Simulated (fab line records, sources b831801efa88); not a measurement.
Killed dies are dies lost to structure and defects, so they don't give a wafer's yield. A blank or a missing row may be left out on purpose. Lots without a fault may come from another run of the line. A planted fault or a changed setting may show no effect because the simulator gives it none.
Problem report in the 8D (eight disciplines) form, filled by code | flow sky130 | the parts of the form that need people (team, actions taken, sign-off) are left out

1. THE PROBLEM
strip_time_to_endpoint_s at SKY_FIELD_ISO_STRIP_16 reads a mean of 5.20 s on 6 wafers of 2 lots; wafers without a fault read 3.56 s with a standard deviation of 0.035. That is +47 standard deviations from the usual mean.
The step: strips in O2/N2.
First seen on wafer L381.1, day 4 13:02, on plasma_asher-04. The record holds 33 wafers of 11 lots with a number at this step. Rule for "out", or "out of limits": more than 4 standard deviations from the usual mean. The other wafers with a number count as sound.

2. WHAT IT IS AND WHAT IT IS NOT
question                    | is                                       | is not
which readings at this step | strip_time_to_endpoint_s, oes_product_au | drypump_motor_current_A
which lots                  | L381, L382                               | L373, L383, L387, L388, L389, L390, L391, L392, L393
which wafers of those lots  | all that have a number                   | -
read on which tools         | plasma_asher-04                          | plasma_asher-03
when                        | from day 4 13:02                         | up to then (3 sound wafers); but 24 sound wafers of L383, L387, L388, L389, L390, L391, L392, L393 came after

3. SUSPECTS, AND WHAT RULES EACH OUT
Counting: a tool at a process step up to the reading stays a suspect if it ran every lot that is out and no sound lot after the first of them.
- rie_diel-01 at SKY_FIELD_ISO_ETCH_15 (etches the open film in CHF3/O2, stops on Si, target depth 180 nm, time 72 s): ruled out as a lasting fault. Sound lots L388, L389, L391 ran on it after its first lot that is out, L381 (day 4 12:59).
- plasma_asher-04 at SKY_FIELD_ISO_STRIP_16 (strips in O2/N2): ruled out as a lasting fault. Sound lots L383, L388, L392, L393 ran on it after its first lot that is out, L381 (day 4 13:02).
Left after counting: nothing in the record.

4. THE CAUSE (what the simulator had put in)
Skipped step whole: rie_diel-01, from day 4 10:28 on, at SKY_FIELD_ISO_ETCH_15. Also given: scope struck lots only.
Counting ruled it out, wrongly: the rule takes a fault to strike every lot that its tool runs from its start on, and this one did not.

5. THE CHAIN OF EFFECTS, in route order
Each row: a reading whose mean over the struck wafers that have a number lies more than 3 standard deviations from the usual. Only readings for which the record gives a usual standard deviation are gone through. hours: the time from each lot's start at the first step in this table that gives one to its start at this step, as a median over the lots. sigmas: the change in usual standard deviations.
hours | step                   | reading                  | usual      | on struck wafers | change | sigmas
0     | SKY_FIELD_ISO_STRIP_16 | oes_product_au           | 0.379 a.u. | 0.447            | +0.068 | +14
0     | SKY_FIELD_ISO_STRIP_16 | strip_time_to_endpoint_s | 3.56 s     | 5.20             | +1.64  | +47
1059  | SKY_PAD_OPEN_PROBE_99  | killed_at_front_end      | 16         | 420              | +404   | +81
1059  | SKY_PAD_OPEN_PROBE_99  | killed_dies              | 86         | 492              | +406   | +42
1059  | SKY_PAD_OPEN_PROBE_99  | killed_on_rim            | 16         | 96               | +80    | +20
The process steps in it:
- SKY_FIELD_ISO_STRIP_16: strips in O2/N2.
- SKY_PAD_OPEN_PROBE_99
Readings that are blank on the struck wafers while sound wafers have them: O2_flow_sccm at SKY_FIELD_ISO_ETCH_15; bias_w at SKY_FIELD_ISO_ETCH_15; drypump_motor_current_A at SKY_FIELD_ISO_ETCH_15; oes_product_au at SKY_FIELD_ISO_ETCH_15; rf_fwd_power_W at SKY_FIELD_ISO_ETCH_15; throttle_valve_pct at SKY_FIELD_ISO_ETCH_15.

6. WHAT WOULD HAVE CAUGHT IT SOONER
In this record the first reading out of limits was taken at day 4 13:02, 3 hours after the fault began at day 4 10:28.
At SKY_FIELD_ISO_ETCH_15 the tool's readings are blank on the struck wafers, where sound wafers have them: an empty tool record is the first sign, and it was there at once.
